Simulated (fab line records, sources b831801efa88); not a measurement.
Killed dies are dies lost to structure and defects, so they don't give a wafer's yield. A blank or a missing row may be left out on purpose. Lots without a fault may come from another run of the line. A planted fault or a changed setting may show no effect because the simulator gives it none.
fab line records | flow sfq_line
record lots=6 wafers=18 last_day=91
route steps=325 shown M0@32 I0@43 M1@58 I1@73 M8@325
lots that met no fault: from a run of the same line without faults
start_h: hours from the record's first day to the start of the lot's first wafer shown | wait_h: hours since the lot's step before | " the same as in the row above | L1.1+2: a row that stands for several wafers | - no value, or no start given | * or withheld: withheld | < > ~ a bound
route shown NAME@n: a module of which the file shows steps, and the number in the route of the first | usual: mean/standard deviation of fault-free wafers | same: alike in all rows | chamber/n: place in a boat | sites: the reading at each site | _std_site: their standard deviation | _edge_site: outer sites' mean less inner sites' | radius_mm: how far each site lies from the wafer's centre | mask NAME#n: copy n | behind: the tool/chamber that last shaped the wafer | hold: why the lot was held/for how many hours/how that ended | device: the transistor (n, p or np) that didn't switch | end of line: the same wafers' tests at the end of the route | a step without rows: its recipe alone | killed: dies lost to structure and defects at the first sort, not the wafer's yield | map: a wafer's dies, x killed, . not, _ none there
set.NAME: the setting as run; set.NAME@STEP: as run at that earlier step | model.NAME: the simulator's own value behind a step, which no gauge read
lots at some steps of the route; a table a step, a row a wafer
services: from which hour (start_h, from the record's first day; less than 0 if before it) a tool's chamber was out of use, for how many hours, and why
## steps
# step SFQ_TRILAYER_M0_LITHO_COAT_026
# recipe resist=BARC spin_rpm=3000 resist_thk_nm=62
# step SFQ_TRILAYER_M0_LITHO_COAT_021
# recipe resist=KrF spin_rpm=3000 resist_thk_nm=600
# step SFQ_TRILAYER_M0_LITHO_SOFTBAKE_025
# recipe temp_c=withheld time_s=withheld resist=KrF
# step SFQ_TRILAYER_M0_LITHO_EXPOSE_022
# recipe mask_id=M0 na=0.6 source_shape=conventional sigma_outer=0.65 target_cd_nm=500 dose_mj=14.4
# step SFQ_TRILAYER_M0_LITHO_PEB_024
# recipe peb_temp_c=115 peb_time_s=60 resist=KrF
# step SFQ_TRILAYER_M0_LITHO_DEVELOP_023
# recipe time_s=60 resist=KrF
# step SFQ_M0_OVL_MEAS_906
# usual M0_OVL=1/5.5
# columns lot.wafer tool chamber start_h wait_h M0_OVL[nm]
L815.2 overlay-02 - 332.69 0.1 7
L815.3 " - " " -3
L815.5 " - " " -1
L817.2 overlay-01 - 335.09 0.1 4
L817.3 " - " " 5
L817.5 " - " " 9
L819.1 overlay-01 - 337.49 0.1 -5
L819.3 " - " " -2
L819.5 " - " " -2
L829.1 overlay-01 - 423.62 0.1 -9
L829.2 " - " " -8
L829.5 " - " " -8
L831.3 overlay-01 - 442.46 0.1 6
L831.5 " - " " 3
L831.6 " - " " 1
L832.1 overlay-02 - 452.05 0.1 -2
L832.5 " - " " 0
L832.6 " - " " 1
# step SFQ_TRILAYER_M0_BARC_OPEN_METAL_ETCH_031
# recipe mask_material=PR chemistry=O2 target_depth_nm=125 target=BARC icp_w=600 bias_w=80 pressure_mtorr=10 time_s=41.7
# step SFQ_TRILAYER_M0_ETCH_METAL_ETCH_024
# recipe target=Nb stop_on=SiO2 mask_material=PR chemistry=Cl2/Ar target_depth_nm=240 icp_w=600 bias_w=80 pressure_mtorr=10.49 time_s=120
# usual drypump_motor_current_A=5.8/0.49 oes_product_au=0.893/0.006
# same time_s=120
# columns lot.wafer tool chamber start_h wait_h drypump_motor_current_A oes_product_au rf_hours_counter_h
L815.2 rie_metal-04 1 332.78 0.0 6.2 0.906 151
L815.3 " 1 " " 6.2 0.897 -
L815.5 " 1 " " 6.2 0.900 -
L817.2 rie_metal-03 0 335.18 0.0 5.5 0.887 10
L817.3 " 1 " " 5.3 0.894 -
L817.5 " 1 " " 5.2 0.887 -
L819.1 rie_metal-03 0 337.58 0.0 5.4 0.894 11
L819.3 " 0 " " 5.5 0.895 -
L819.5 " 0 " " 5.5 0.900 -
L829.1 rie_metal-04 0 423.78 0.1 6.1 0.885 55
L829.2 " 0 " " 6.2 0.880 -
L829.5 " 0 " " 6.2 0.893 -
L831.3 rie_metal-02 0 442.59 0.1 6.3 0.881 -
L831.5 " 0 " " 6.3 0.897 -
L831.6 " 1 " " 5.0 0.896 -
L832.1 rie_metal-04 0 452.14 0.0 6.2 0.894 60
L832.5 " 1 " " 6.2 0.900 -
L832.6 " 0 " " 6.1 0.895 -
# step SFQ_TRILAYER_M0_STRIP_STRIP_025
# recipe gas=O2 power_w=200 platen_temp_c=40 overash_fraction=0.65 chemistry=O2 pressure_mtorr=50
# usual drypump_motor_current_A=5.8/0.5 oes_product_au=1.002/0.0087
# columns lot.wafer tool chamber start_h wait_h drypump_motor_current_A oes_product_au rf_hours_counter_h
L815.2 rie_metal-04 1 332.91 0.1 6.3 1.001 151
L815.3 " 1 " " 6.2 1.004 -
L815.5 " 1 " " 6.2 1.014 -
L817.2 rie_metal-03 0 335.31 0.1 5.5 1.001 10
L817.3 " 1 " " 5.2 0.999 -
L817.5 " 1 " " 5.2 0.990 -
L819.1 rie_metal-03 0 337.71 0.1 5.5 0.994 11
L819.3 " 0 " " 5.5 0.993 -
L819.5 " 0 " " 5.5 1.000 -
L829.1 rie_metal-04 0 424.03 0.2 6.1 1.002 55
L829.2 " 0 " " 6.2 1.001 -
L829.5 " 0 " " 6.2 0.995 -
L831.3 rie_metal-02 0 442.87 0.2 6.3 0.991 -
L831.5 " 0 " " 6.3 0.989 -
L831.6 " 1 " " 5.1 0.991 -
L832.1 rie_metal-04 0 452.27 0.1 6.2 1.003 60
L832.5 " 1 " " 6.2 1.010 -
L832.6 " 0 " " 6.2 0.998 -
# step SFQ_TRILAYER_M0_STRIP_SOLV_CLEAN_026
# recipe chemistry=NMP temp_c=70 time_s=600
# step SFQ_TRILAYER_I0_DEP_PECVD_027
# recipe material=SiO2 temp_c=150 time_s=111.11 pressure_torr=2.4 rf_w=183.3 precursor=SiH4/N2O target_thk_nm=500
# step SFQ_TRILAYER_I0_CMP_CMP_028
# recipe material=SiO2 down_force_psi=3 platen_rpm=60 pad_velocity_m_s=0.94248
# usual motor_current_A=10.7/1.1 time_to_endpoint_s=218/7.9
# columns lot.wafer tool chamber start_h wait_h motor_current_A time_to_endpoint_s model.SiO2_of_TRILAYER_I0_DEP_PECVD_027.thk_nm
L815.3 cmp-02 0 333.78 0.0 10.7 208 200.3
L815.2 " 3 335.28 1.5 11.8 213 200.8
L815.5 " 1 336.28 2.5 9.7 216 199.5
L817.2 cmp-02 1 337.28 1.2 9.5 214 199.6
L817.3 " 2 " " 10.9 207 198.2
L817.5 " 0 338.78 2.6 11.7 220 199
L819.3 cmp-01 0 341.96 3.4 11.7 226 202.2
L819.1 " 1 " " 9.8 223 201.3
L819.5 " 3 343.46 4.9 11.9 220 199.7
L829.1 cmp-02 3 425.48 0.0 11.2 178 250.6
L829.2 " 1 426.48 1.0 10.4 176 249.5
L829.5 " 3 427.48 2.0 11.1 190 251.2
L831.3 cmp-02 2 444.52 1.0 10.3 173 249.8
L831.6 " 0 445.52 2.0 11.5 186 252.7
L831.5 " 1 " " 9.9 182 251.6
L832.1 cmp-01 3 454.12 1.0 12.2 212 200.2
L832.5 " 1 455.12 2.0 9.1 229 201.2
L832.6 " 2 " " 9.3 236 202.5
# step SFQ_I0_BOW_MEAS_907
# recipe mode=bow
# usual I0_BOW=1/6.8
# columns lot.wafer tool chamber start_h wait_h I0_BOW[um]
L815.2 film_metro-04 - 336.80 1.0 6
L815.3 " - " " 0
L815.5 " - " " 6
L817.2 film_metro-02 - 339.80 2.0 -6
L817.3 " - " " 7
L817.5 " - " " -2
L819.1 film_metro-01 - 343.96 1.0 2
L819.3 " - " " 4
L819.5 " - " " 2
L829.1 film_metro-01 - 428.48 2.5 -9
L829.2 " - " " 18
L829.5 " - " " 2
L831.3 film_metro-02 - 446.56 1.5 -2
L831.5 " - " " 2
L831.6 " - " " 4
L832.1 film_metro-01 - 456.12 1.5 -11
L832.5 " - " " -7
L832.6 " - " " -9
# step SFQ_TRILAYER_I0_METRO_MEASURE_029
# usual thk_nm=200.4/1.1
# columns lot.wafer tool chamber start_h wait_h thk_nm
L815.2 film_metro-04 - 337.10 0.3 200.7
L815.3 " - " " 200.3
L815.5 " - " " 199.4
L817.2 film_metro-02 - 340.10 0.3 199.5
L817.3 " - " " 198.2
L817.5 " - " " 199.1
L819.1 film_metro-01 - 344.08 0.1 201.4
L819.3 " - " " 202.2
L819.5 " - " " 199.9
L829.1 film_metro-01 - 428.60 0.1 250.5
L829.2 " - " " 249.6
L829.5 " - " " 251.1
L831.3 film_metro-02 - 447.04 0.5 250.0
L831.5 " - " " 251.8
L831.6 " - " " 252.8
L832.1 film_metro-01 - 456.24 0.1 200.1
L832.5 " - " " 201.1
L832.6 " - " " 202.6
# step SFQ_TRILAYER_I0_VIA_LITHO_COAT_036
# recipe resist=BARC spin_rpm=3000 resist_thk_nm=62
# step SFQ_TRILAYER_I0_VIA_LITHO_COAT_031
# recipe resist=KrF spin_rpm=3000 resist_thk_nm=650
# step SFQ_TRILAYER_I0_VIA_LITHO_SOFTBAKE_035
# recipe temp_c=withheld time_s=withheld resist=KrF
# step SFQ_TRILAYER_I0_VIA_LITHO_EXPOSE_032
# recipe mask_id=I0 na=0.6 source_shape=conventional sigma_outer=0.65 target_cd_nm=500 dose_mj=21.5
# step SFQ_TRILAYER_I0_VIA_LITHO_PEB_034
# recipe peb_temp_c=115 peb_time_s=60 resist=KrF
# step SFQ_TRILAYER_I0_VIA_LITHO_DEVELOP_033
# recipe time_s=60 resist=KrF
# step SFQ_I0_OVL_MEAS_908
# usual I0_OVL=1/5.7
# columns lot.wafer tool chamber start_h wait_h I0_OVL[nm]
L815.2 overlay-01 - 476.18 0.1 -2
L815.3 " - " " 7
L815.5 " - " " 7
L817.2 overlay-01 - 479.78 0.1 3
L817.3 " - " " 5
L817.5 " - " " 0
L819.1 overlay-01 - 488.17 0.1 4
L819.3 " - " " 0
L819.5 " - " " 2
L829.1 overlay-02 - 582.52 0.1 2
L829.2 " - " " 6
L829.5 " - " " 4
L831.3 overlay-01 - 598.14 0.1 -2
L831.5 " - " " 2
L831.6 " - " " 2
L832.1 overlay-02 - 601.78 0.1 -11
L832.5 " - " " -12
L832.6 " - " " -13
# step SFQ_TRILAYER_I0_VIA_BARC_OPEN_VIA_ETCH_046
# recipe mask_material=PR chemistry=O2 target_depth_nm=125 target=BARC source_w=500 bias_w=80 pressure_mtorr=30 time_s=41.7
# usual drypump_motor_current_A=5.7/0.58 oes_product_au=0.685/0.0049
# same time_s=41.7
# columns lot.wafer tool chamber start_h wait_h drypump_motor_current_A oes_product_au rf_hours_counter_h
L815.2 rie_diel-02 2 476.21 0.0 4.7 0.685 46
L815.3 " 1 " " 6.0 0.683 55
L815.5 " 2 " " 4.7 0.682 -
L817.2 rie_diel-02 1 479.81 0.0 6.0 0.689 55
L817.3 " 0 " " 5.9 0.692 66
L817.5 " 2 " " 4.7 0.686 -
L819.1 rie_diel-01 3 488.21 0.0 6.2 0.690 1
L819.3 " 1 " " 6.0 0.688 31
L819.5 " 0 " " 6.0 0.684 -
L829.1 rie_diel-02 2 582.56 0.0 4.7 0.680 48
L829.2 " 1 " " 6.0 0.687 57
L829.5 " 3 " " 6.2 0.694 -
L831.3 rie_diel-02 3 598.16 0.0 6.1 0.679 6
L831.5 " 0 " " 6.0 0.681 -
L831.6 " 1 " " 6.0 0.691 -
L832.1 rie_diel-02 1 601.82 0.0 6.0 0.690 57
L832.5 " 2 " " 4.7 0.690 -
L832.6 " 3 " " 6.2 0.690 -
# step SFQ_TRILAYER_I0_VIA_ETCH_VIA_ETCH_034
# recipe target=SiO2 stop_on=Nb mask_material=PR taper_deg=20 chemistry=CHF3 target_depth_nm=260 source_w=500 bias_w=80 pressure_mtorr=30 time_s=withheld
# usual drypump_motor_current_A=5.7/0.58 oes_product_au=0.855/0.005
# columns lot.wafer tool chamber start_h wait_h drypump_motor_current_A oes_product_au model.I0.feature_depth_nm model.etch.depth_nm
L815.2 rie_diel-02 2 476.25 0.0 4.7 0.855 200.8 200.8
L815.3 " 1 " " 6.0 0.856 200.3 200.3
L815.5 " 2 " " 4.7 0.854 199.5 199.5
L817.2 rie_diel-02 1 479.85 0.0 6.0 0.850 199.6 199.6
L817.3 " 0 " " 6.0 0.850 198.2 198.2
L817.5 " 2 " " 4.7 0.854 199 199
L819.1 rie_diel-01 3 488.25 0.0 6.2 0.854 201.3 201.3
L819.3 " 1 " " 6.0 0.866 202.2 202.2
L819.5 " 0 " " 6.0 0.857 199.7 199.7
L829.1 rie_diel-02 2 582.60 0.0 4.7 0.972 250.6 250.6
L829.2 " 1 " " 6.0 0.971 249.5 249.5
L829.5 " 3 " " 6.2 0.982 251.2 251.2
L831.3 rie_diel-02 3 598.20 0.0 6.1 0.974 249.8 249.8
L831.5 " 0 " " 5.9 0.974 251.6 251.6
L831.6 " 1 " " 6.0 0.977 252.7 252.7
L832.1 rie_diel-02 1 601.86 0.0 6.0 0.858 200.2 200.2
L832.5 " 2 " " 4.7 0.857 201.2 201.2
L832.6 " 3 " " 6.2 0.863 202.5 202.5
# step SFQ_TRILAYER_I0_VIA_STRIP_STRIP_035
# recipe gas=O2 power_w=200 platen_temp_c=40 overash_fraction=0.65 chemistry=O2 pressure_mtorr=50
# step SFQ_TRILAYER_I0_VIA_STRIP_SOLV_CLEAN_036
# recipe chemistry=NMP temp_c=70 time_s=600
# step SFQ_TRILAYER_M1_DEP_PRE_CLEAN_038
# recipe gas=Ar time_s=22.5 bias_v=250
# step SFQ_TRILAYER_M1_DEP_SPUTTER_037
# recipe material=Nb base_pressure_pa=1.33e-06 chamber_pressure_pa=0.1333 substrate_temp_c=20 resputter_cathode_voltage_v=400 target_thk_nm=200 power_w=2000 time_s=133.3
# usual throttle_valve_pct=30.3/1.1
# same time_s=133.3
# columns lot.wafer tool chamber start_h wait_h throttle_valve_pct
L815.2 pvd_sputter-04 - 477.17 0.0 29.5
L815.3 " - " " 28.1
L815.5 " - " " 30.5
L817.2 pvd_sputter-04 - 480.77 0.0 27.8
L817.3 " - " " 29.4
L817.5 " - " " 29.3
L819.1 pvd_sputter-04 - 489.17 0.0 30.9
L819.3 " - " " 27.9
L819.5 " - " " 30.6
L829.1 pvd_sputter-06 - 583.53 0.0 30.6
L829.2 " - " " 29.5
L829.5 " - " " 31.0
L831.3 pvd_sputter-05 - 599.12 0.0 32.0
L831.5 " - " " 32.0
L831.6 " - " " 29.8
L832.1 pvd_sputter-05 - 602.78 0.0 30.8
L832.5 " - " " 31.9
L832.6 " - " " 29.8
# step SFQ_M1_RS_MEAS_909
# recipe thk_meas_gauge=four-point-probe reads=Nb_of_TRILAYER_M1_DEP_SPUTTER_037
# usual M1_NB_RS=0.890/0.012
# columns lot.wafer tool chamber start_h wait_h M1_NB_RS[ohm/sq]
L815.2 film_metro-02 - 477.28 0.1 0.912
L815.3 " - " " 0.903
L815.5 " - " " 0.901
L817.2 film_metro-03 - 480.88 0.1 0.887
L817.3 " - " " 0.905
L817.5 " - " " 0.901
L819.1 film_metro-02 - 489.26 0.0 0.883
L819.3 " - " " 0.893
L819.5 " - " " 0.888
L829.1 film_metro-01 - 583.62 0.0 0.865
L829.2 " - " " 0.881
L829.5 " - " " 0.897
L831.3 film_metro-03 - 599.25 0.1 0.884
L831.5 " - " " 0.886
L831.6 " - " " 0.896
L832.1 film_metro-01 - 602.87 0.0 0.885
L832.5 " - " " 0.886
L832.6 " - " " 0.893
# step SFQ_TRILAYER_M1_LITHO_COAT_044
# recipe resist=BARC spin_rpm=3000 resist_thk_nm=62
# step SFQ_TRILAYER_M1_LITHO_COAT_039
# recipe resist=KrF spin_rpm=3000 resist_thk_nm=600
# step SFQ_TRILAYER_M1_LITHO_SOFTBAKE_043
# recipe temp_c=withheld time_s=withheld resist=KrF
# step SFQ_TRILAYER_M1_LITHO_EXPOSE_040
# recipe mask_id=M1 na=0.6 source_shape=conventional sigma_outer=0.65 target_cd_nm=500 dose_mj=14.4
# step SFQ_TRILAYER_M1_LITHO_PEB_042
# recipe peb_temp_c=115 peb_time_s=60 resist=KrF
# step SFQ_TRILAYER_M1_LITHO_DEVELOP_041
# recipe time_s=60 resist=KrF
# step SFQ_M1_OVL_MEAS_911
# usual M1_OVL=-3/6.7
# columns lot.wafer tool chamber start_h wait_h M1_OVL[nm]
L815.2 overlay-01 - 619.79 0.1 -18
L815.3 " - " " -16
L815.5 " - " " -14
L817.2 overlay-01 - 624.71 0.1 -7
L817.3 " - " " -6
L817.5 " - " " -5
L819.1 overlay-02 - 635.51 0.1 -13
L819.3 " - " " -13
L819.5 " - " " -7
L829.1 overlay-01 - 727.93 0.1 -12
L829.2 " - " " -8
L829.5 " - " " -10
L831.3 overlay-02 - 741.27 0.1 9
L831.5 " - " " 5
L831.6 " - " " 15
L832.1 overlay-02 - 746.06 0.1 -4
L832.5 " - " " -5
L832.6 " - " " 1
# step SFQ_TRILAYER_M1_BARC_OPEN_METAL_ETCH_054
# recipe mask_material=PR chemistry=O2 target_depth_nm=125 target=BARC icp_w=600 bias_w=80 pressure_mtorr=10 time_s=41.7
# step SFQ_TRILAYER_M1_ETCH_METAL_ETCH_042
# recipe target=Nb stop_on=SiO2 mask_material=PR chemistry=Cl2/Ar target_depth_nm=240 icp_w=616.5 bias_w=80 pressure_mtorr=10 time_s=120
# usual drypump_motor_current_A=6.0/0.49 oes_product_au=0.894/0.0085
# same time_s=120
# columns lot.wafer tool chamber start_h wait_h drypump_motor_current_A oes_product_au rf_hours_counter_h model.SiO2_of_TRILAYER_I0_DEP_PECVD_027.thk_nm
L815.2 rie_metal-02 0 619.88 0.0 6.3 0.887 121 192.7
L815.3 " 1 " " 5.1 0.880 - 192.3
L815.5 " 0 " " 6.3 0.894 - 191.4
L817.2 rie_metal-02 1 624.80 0.0 5.1 0.891 52 191.6
L817.3 " 1 " " 5.1 0.884 - 190.1
L817.5 " 0 " " 6.3 0.876 - 191
L819.1 rie_metal-01 1 635.62 0.1 6.6 0.897 69 193.2
L819.3 " 0 " " 5.5 0.895 - 194.2
L819.5 " 0 " " 5.5 0.893 - 191.6
L829.1 rie_metal-04 0 728.03 0.0 6.2 0.911 99 242.5
L829.2 " 1 " " 6.2 0.896 42 241.4
L829.5 " 1 " " 6.2 0.895 - 243.1
L831.3 rie_metal-04 0 741.40 0.1 6.2 0.889 - 241.7
L831.5 " 0 " " 6.2 0.905 - 243.5
L831.6 " 1 " " 6.2 0.887 - 244.6
L832.1 rie_metal-04 1 746.15 0.0 6.2 0.893 44 192.1
L832.5 " 1 " " 6.2 0.900 - 193.1
L832.6 " 0 " " 6.2 0.889 - 194.4
# step SFQ_TRILAYER_M1_STRIP_STRIP_043
# recipe gas=O2 power_w=200 platen_temp_c=40 overash_fraction=0.65 chemistry=O2 pressure_mtorr=50
# usual drypump_motor_current_A=6.0/0.49 oes_product_au=1.006/0.0098
# columns lot.wafer tool chamber start_h wait_h drypump_motor_current_A oes_product_au rf_hours_counter_h
L815.2 rie_metal-02 0 620.00 0.1 6.3 0.994 121
L815.3 " 1 " " 5.1 1.008 -
L815.5 " 0 " " 6.3 0.994 -
L817.2 rie_metal-02 1 624.93 0.1 5.1 1.005 53
L817.3 " 1 " " 5.1 1.016 -
L817.5 " 0 " " 6.3 0.998 -
L819.1 rie_metal-01 1 635.79 0.1 6.6 0.986 70
L819.3 " 0 " " 5.5 0.998 -
L819.5 " 0 " " 5.5 0.986 -
L829.1 rie_metal-04 0 728.15 0.1 6.2 1.011 100
L829.2 " 1 " " 6.2 1.024 42
L829.5 " 1 " " 6.2 1.029 -
L831.3 rie_metal-04 0 741.68 0.2 6.2 1.009 -
L831.5 " 0 " " 6.2 1.003 -
L831.6 " 1 " " 6.2 1.011 -
L832.1 rie_metal-04 1 746.28 0.1 6.2 1.008 45
L832.5 " 1 " " 6.2 1.008 -
L832.6 " 0 " " 6.2 0.994 -
# step SFQ_TRILAYER_M1_STRIP_SOLV_CLEAN_044
# recipe chemistry=NMP temp_c=70 time_s=600
# step SFQ_TRILAYER_I1_DEP_PECVD_045
# recipe material=SiO2 temp_c=150 time_s=111.11 pressure_torr=2.4 rf_w=183.3 precursor=SiH4/N2O target_thk_nm=500
# step SFQ_M8_BOW_MEAS_951
# recipe mode=bow
# usual M8_BOW=6/11
# columns lot.wafer tool chamber start_h wait_h M8_BOW[um] model.etest.i0.link_ohm
L815.2 film_metro-02 - 1936.77 0.0 6 1.986
L815.3 " - " " 2 1.988
L815.5 " - " " 6 1.982
L817.2 film_metro-02 - 1940.33 0.0 -5 1.969
L817.3 " - " " 8 1.986
L817.5 " - " " -2 1.986
L819.1 film_metro-02 - 1947.23 0.0 -8 1.958
L819.3 " - " " -7 1.968
L819.5 " - " " -8 1.96
L829.1 film_metro-02 - 2076.34 0.0 -6 1.995
L829.2 " - " " 23 2.012
L829.5 " - " " 4 2.028
L831.3 film_metro-01 - 2094.06 0.0 14 2.009
L831.5 " - " " 18 2.005
L831.6 " - " " 19 2.026
L832.1 film_metro-02 - 2174.53 0.0 0 1.967
L832.5 " - " " 5 1.955
L832.6 " - " " 3 1.982
## services
# columns tool chamber start_h hours kind
rie_diel-02 2 320.72 5.5 repair
rie_metal-04 1 356.45 7.3 repair
rie_diel-02 1 367.85 2.8 repair
rie_metal-02 - 370.97 0.1 repair
rie_metal-04 0 372.34 1.0 repair
rie_metal-02 1 380.56 1.4 repair
rie_diel-02 1 395.02 2.3 repair
cmp-02 - 406.68 4.0 pm
cmp-02 - 408.53 2.4 repair
rie_diel-02 0 415.75 5.9 repair
rie_metal-04 - 438.10 2.8 pm
rie_diel-02 3 474.47 21.5 repair
rie_metal-02 - 474.70 2.8 pm
rie_diel-02 2 483.02 10.2 repair
cmp-02 - 485.74 6.2 pm
rie_diel-02 0 493.17 5.6 repair
rie_diel-02 1 565.58 8.2 repair
rie_metal-04 - 599.17 0.8 repair
rie_metal-04 - 602.17 0.3 repair
rie_diel-02 1 619.74 2.7 repair
rie_diel-02 2 640.45 3.3 repair
rie_metal-02 - 641.13 10.0 pm
rie_metal-04 0 667.27 3.8 repair
rie_metal-04 - 673.15 1.4 pm
## key
first_sign step=SFQ_TRILAYER_I0_CMP_CMP_028 reading=time_to_endpoint_s direction=down sigmas=4.7 usual=* struck=*
effect step=SFQ_TRILAYER_I0_METRO_MEASURE_029 reading=thk_nm direction=up sigmas=45 usual=200.4 struck=251.0
effect step=SFQ_TRILAYER_I0_VIA_ETCH_VIA_ETCH_034 reading=oes_product_au direction=up sigmas=24 usual=0.855 struck=0.975
model_effect step=SFQ_TRILAYER_I0_CMP_CMP_028 value=SiO2_of_TRILAYER_I0_DEP_PECVD_027.thk_nm without=200.9 struck=250.9
model_effect step=SFQ_TRILAYER_I0_VIA_ETCH_VIA_ETCH_034 value=I0.feature_depth_nm without=200.9 struck=250.9
model_effect step=SFQ_TRILAYER_M1_ETCH_METAL_ETCH_042 value=SiO2_of_TRILAYER_I0_DEP_PECVD_027.thk_nm without=192.8 struck=242.8
model_effect step=SFQ_M8_BOW_MEAS_951 value=etest.i0.link_ohm without=1.966 struck=2.012
met_at SFQ_TRILAYER_I0_CMP_CMP_028
struck_wafers L829.1,L829.2,L829.5,L831.3,L831.5,L831.6
onset_between 337.28 425.48
fault kind=process_parameter_drift tool=cmp-02 chamber=- onset_h=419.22 steps=SFQ_TRILAYER_I0_CMP_CMP_028 channel=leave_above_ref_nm offset=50 shape=step end_h=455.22 acts_in=these_recipes_only stated=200
